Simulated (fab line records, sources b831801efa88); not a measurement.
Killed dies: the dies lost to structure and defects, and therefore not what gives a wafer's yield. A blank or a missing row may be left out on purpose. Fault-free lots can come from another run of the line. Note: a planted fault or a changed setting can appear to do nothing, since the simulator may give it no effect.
A single fault, viewed from 2 desks | flow sky130 | only its own numbers are on each desk; what lay behind them is given at the end

DESK OF THE TOOL OWNER: lithoTrack-04
Per lot that ran on this tool, the mean of the sampled wafers carrying a number, from the tool's own readings at SKY_POLY_GATE_SOFTBAKE_09 (time 90 s). Marked OUT: a lot whose mean sits more than 4 standard deviations from the usual mean, which makes it out of limits; the brackets give that distance.
Columns: A = runLengthS at SKY_POLY_GATE_SOFTBAKE_09, usual 119.05 s
lot  | first seen here | A
L328 | day 17 01:00    | 118.99
L329 | day 17 22:00    | 118.88
L330 | day 18 04:00    | 135.07 (+76) OUT
L331 | day 18 08:00    | 135.06 (+76) OUT
L333 | day 18 20:00    | 135.05 (+76) OUT
L342 | day 22 04:00    | 118.96
L341 | day 22 05:00    | 119.00
L345 | day 23 09:00    | 118.96
L347 | day 24 07:00    | 118.97
This desk's finding: out of limits on L330, L331, L333; first on L330, day 18 04:00 (runLengthS at SKY_POLY_GATE_SOFTBAKE_09). Within limits: L328, L329, L342, L341, L345, L347.

AT THE METROLOGY DESK
Means of the sampled wafers that have a number, per lot and without regard to the tool the lot ran on: this is what the gauges read. Marked OUT: a lot whose mean sits more than 4 standard deviations from the usual mean, which makes it out of limits; the brackets give that distance.
Columns: A = VT_ADJUST_HVTP_OVL at SKY_VT_ADJUST_HVTP_OVL_MEAS_08, usual -1.6 nm
lot  | first seen here | A
L325 | day 6 11:57     | -0.1
L327 | day 6 21:11     | -1.8
L328 | day 7 01:33     | -1.8
L329 | day 7 10:38     | -3.2
L330 | day 7 15:21     | -0.7
L331 | day 7 20:38     | -2.7
L333 | day 8 05:54     | -3.5
L340 | day 10 09:53    | -1.7
L341 | day 10 15:29    | -3.6
L342 | day 10 18:26    | -1.7
L344 | day 11 06:42    | -1.8
L345 | day 11 12:54    | -1.6
L347 | day 12 07:14    | -1.2
This desk found nothing out of limits on any of the 13 lots.

BROUGHT TOGETHER
At day 18 04:00, on L330, L331, L333, the tool owner's desk was in a position to raise an alarm.
At the metrology desk, nothing out of limits was observed.
The metrology desk has L330, L331, L333 on record, within its limits.
SKY_POLY_GATE_SOFTBAKE_09 was run on lithoTrack-04 by each of the lots named.

WHAT THE SIMULATOR PUT IN
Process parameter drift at SKY_POLY_GATE_SOFTBAKE_09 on lithoTrack-04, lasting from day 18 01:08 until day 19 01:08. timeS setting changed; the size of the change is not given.
Lots struck among those shown: L330, L331, L333.
Time in hours from fault onset to the first out-of-limits reading at each desk: the tool owner's desk, 3.
